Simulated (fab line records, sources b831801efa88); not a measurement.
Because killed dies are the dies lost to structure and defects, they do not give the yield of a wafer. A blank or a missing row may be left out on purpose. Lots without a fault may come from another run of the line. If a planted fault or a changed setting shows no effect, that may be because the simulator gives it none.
Code-filled problem report in 8D (eight disciplines) form | flow sfq line | the parts of the form that need people (team, actions taken, sign-off) are left out

1. THE ISSUE
rf fwd power W at SFQ_TRILAYER_A5C_DEP_PECVD_142 reads a mean of 150.8 W on 6 wafers of 2 lots; wafers without a fault read 180.2 W with a standard deviation of 1.1. Measured from the usual mean, that is -27 standard deviations.
The step: deposits SiO2 from SiH4/N2O, time 15.556 s, target thk 70 nm.
The first sign was on wafer L220.1 at day 65 12:16, on pecvd-01. Wafers with a number at this step in the record: 18, from 6 lots. By rule, "out" or "out of limits" means more than 4 standard deviations away from the usual mean. The other wafers with a number count as sound.

2. WHAT IT IS, WHAT IT ISN'T
question                    | is                     | is not
which readings at this step | rf fwd power W         | throttle valve pct
which lots                  | L220, L221             | L205, L206, L222, L226
which wafers of those lots  | all that have a number | -
read on which tools         | pecvd-01               | pecvd-02, pecvd-04
when                        | from day 65 12:16      | up to then (6 sound wafers); but 6 sound wafers of L222, L226 came after

3. THE SUSPECTS, EACH WITH WHAT RULES IT OUT
Counting: a tool at any process step up to the reading remains a suspect when it ran all the lots that are out and ran no sound lot after the first of those.
- pecvd-01 at SFQ_TRILAYER_A5C_DEP_PECVD_142 (deposits SiO2 from SiH4/N2O, time 15.556 s, target thk 70 nm): kept. All lots that are out passed through it, beginning with L220 at day 65 12:16, and no sound lot followed; its final sound lot before that point was L205 at day 62 08:51. Its own readings are out on those wafers: rf fwd power W.
Remaining after the count: pecvd-01 at SFQ_TRILAYER_A5C_DEP_PECVD_142.

4. THE CAUSE (what the simulator had put in)
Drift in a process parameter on pecvd-01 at SFQ_TRILAYER_A5C_DEP_PECVD_142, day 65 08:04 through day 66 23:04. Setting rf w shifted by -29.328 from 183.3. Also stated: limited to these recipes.
Only this tool survived the counting.

5. SEQUENCE OF EFFECTS, ordered by route
Each row: a reading whose mean over the struck wafers that have a number lies more than 3 standard deviations from the usual. Only readings for which the record gives a usual standard deviation are gone through. hours: the time from each lot's start at the first step in this table that gives one to its start at this step, as a median over the lots. sigmas: the change in usual standard deviations.
hours | step                           | reading        | usual   | on struck wafers | change | sigmas
0     | SFQ_TRILAYER_A5C_DEP_PECVD_142 | rf fwd power W | 180.2 W | 150.8            | -29.4  | -27
Here are the process steps it includes:
- SFQ_TRILAYER_A5C_DEP_PECVD_142: deposits SiO2 from SiH4/N2O, time 15.556 s, target thk 70 nm.
At these later measuring or inspecting steps, every struck wafer for which the step has a row has a number for every such reading, and none has moved that far: SFQ_I5_OVL_MEAS_936, SFQ_C5_OVL_MEAS_937.

6. HOW IT WOULD HAVE BEEN CAUGHT EARLIER
In this record the first reading out of limits was taken at day 65 12:16, 4 hours after the fault began at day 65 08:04.
